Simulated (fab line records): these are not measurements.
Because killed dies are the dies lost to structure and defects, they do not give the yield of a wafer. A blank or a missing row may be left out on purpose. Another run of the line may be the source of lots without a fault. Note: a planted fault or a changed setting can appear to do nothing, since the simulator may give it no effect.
Which tool is to blame? || flow gf180mcu || 11 lots, 33 wafers sampled, at 3 steps of a route of 602

WHAT EACH GAUGE READ, for each wafer
GF_PASSIVATION_THK_MEAS_03.
{"lot": "L530", "measured": "day 28 03:23", "on": "filmMetro-02", "PASSIVATION_CVD_02_THK (nm)": "682 714 698"}
{"lot": "L531", "measured": "day 28 12:05", "on": "filmMetro-04", "PASSIVATION_CVD_02_THK (nm)": "708 710 711"}
{"lot": "L532", "measured": "day 28 19:01", "on": "filmMetro-03", "PASSIVATION_CVD_02_THK (nm)": "689 704 700"}
{"lot": "L534", "measured": "day 29 13:28", "on": "filmMetro-04", "PASSIVATION_CVD_02_THK (nm)": "688 692 712"}
{"lot": "L536", "measured": "day 30 00:14", "on": "filmMetro-04", "PASSIVATION_CVD_02_THK (nm)": "692 704 700"}
{"lot": "L535", "measured": "day 30 01:37", "on": "filmMetro-03", "PASSIVATION_CVD_02_THK (nm)": "707 696 720"}
{"lot": "L538", "measured": "day 30 18:42", "on": "filmMetro-02", "PASSIVATION_CVD_02_THK (nm)": "700 699 708"}
{"lot": "L547", "measured": "day 32 21:17", "on": "filmMetro-04", "PASSIVATION_CVD_02_THK (nm)": "699 506 480"}
{"lot": "L548", "measured": "day 33 05:26", "on": "filmMetro-04", "PASSIVATION_CVD_02_THK (nm)": "701 689 496"}
{"lot": "L550", "measured": "day 33 19:38", "on": "filmMetro-02", "PASSIVATION_CVD_02_THK (nm)": "707 698 720"}
{"lot": "L552", "measured": "day 33 22:31", "on": "filmMetro-02", "PASSIVATION_CVD_02_THK (nm)": "703 695 702"}

WHICH TOOL RAN EACH LOT (tool, then ch and the chambers of the sampled wafers, then the start)
{"lot": "L530", "GF_V4_ETCH_17": "rieDiel-01 ch 2,3, day 28 03:05 or earlier", "GF_PASSIVATION_CVD_02": "pecvd-02 ch 0,1, day 28 03:05"}
{"lot": "L531", "GF_V4_ETCH_17": "rieDiel-03 ch 0,2,3, day 28 11:47 or earlier", "GF_PASSIVATION_CVD_02": "pecvd-03 ch 0,2, day 28 11:47"}
{"lot": "L532", "GF_V4_ETCH_17": "rieDiel-01 ch 0,1,3, day 28 18:43 or earlier", "GF_PASSIVATION_CVD_02": "pecvd-02 ch 0,1, day 28 18:43"}
{"lot": "L534", "GF_V4_ETCH_17": "rieDiel-04 ch 0,1,2, day 29 13:11 or earlier", "GF_PASSIVATION_CVD_02": "pecvd-01 ch 0,2, day 29 13:11"}
{"lot": "L536", "GF_V4_ETCH_17": "rieDiel-04 ch 0,1,3, day 29 23:57 or earlier", "GF_PASSIVATION_CVD_02": "pecvd-01 ch 0,2, day 29 23:57"}
{"lot": "L535", "GF_V4_ETCH_17": "rieDiel-01 ch 1,2,3, day 30 01:20 or earlier", "GF_PASSIVATION_CVD_02": "pecvd-01 ch 1,2, day 30 01:20"}
{"lot": "L538", "GF_V4_ETCH_17": "rieDiel-04 ch 0,2, day 30 18:25 or earlier", "GF_PASSIVATION_CVD_02": "pecvd-01 ch 1,2, day 30 18:25"}
{"lot": "L547", "GF_V4_ETCH_17": "rieDiel-03 ch 0,1, day 32 20:59 or earlier", "GF_PASSIVATION_CVD_02": "pecvd-01 ch 0,1,2, day 32 20:59"}
{"lot": "L548", "GF_V4_ETCH_17": "rieDiel-01 ch 1,3, day 33 05:08 or earlier", "GF_PASSIVATION_CVD_02": "pecvd-01 ch 0,2, day 33 05:08"}
{"lot": "L550", "GF_V4_ETCH_17": "rieDiel-03 ch 1,2, day 33 19:20 or earlier", "GF_PASSIVATION_CVD_02": "pecvd-02 ch 0,2, day 33 19:20"}
{"lot": "L552", "GF_V4_ETCH_17": "rieDiel-04 ch 1,2, day 33 22:13 or earlier", "GF_PASSIVATION_CVD_02": "pecvd-03 ch 0,1,2, day 33 22:13"}
- GF_V4_ETCH_17: etches SiO2 in C4F8/O2/Ar, stops on TiN, target depth 630 nm.
- GF_PASSIVATION_CVD_02: deposits Si3N4, target thk 700 nm, time 486.18 s.

THE ANSWER, worked out from the rows above alone
Rule: the usual values come from the lots themselves. The widest of any qualifying gaps counts: lots, ordered by their means at a reading, are off when they make up no more than a third of the lots, leave a main group of 4 or more, and stand apart from it by 3 or more times the standard deviation of that group's means. Not used: any main group whose means are identical at the precision the tables above print for the reading. A lot without any number at a reading at which 4 lots or more have one is off too. The other lots that the step has rows for count as sound.
Off: L547, L548, at GF_PASSIVATION_THK_MEAS_03 (PASSIVATION_CVD_02_THK). Mean 702 nm and standard deviation 4.7 in the main group.
If a tool, at a process step before that reading, ran all the lots that are off and no sound lot after the first of them, it fits. Those tools and the gauges at GF_PASSIVATION_THK_MEAS_03 are tried in the same way. GF_V4_ETCH_17 gives no start for some lots, so the hours and the order of its lots are those of GF_PASSIVATION_CVD_02. Can't be told from this: 2 tools fit, pecvd-01 at GF_PASSIVATION_CVD_02, filmMetro-04 at GF_PASSIVATION_THK_MEAS_03.

WHAT THE SIMULATOR HAD INSERTED
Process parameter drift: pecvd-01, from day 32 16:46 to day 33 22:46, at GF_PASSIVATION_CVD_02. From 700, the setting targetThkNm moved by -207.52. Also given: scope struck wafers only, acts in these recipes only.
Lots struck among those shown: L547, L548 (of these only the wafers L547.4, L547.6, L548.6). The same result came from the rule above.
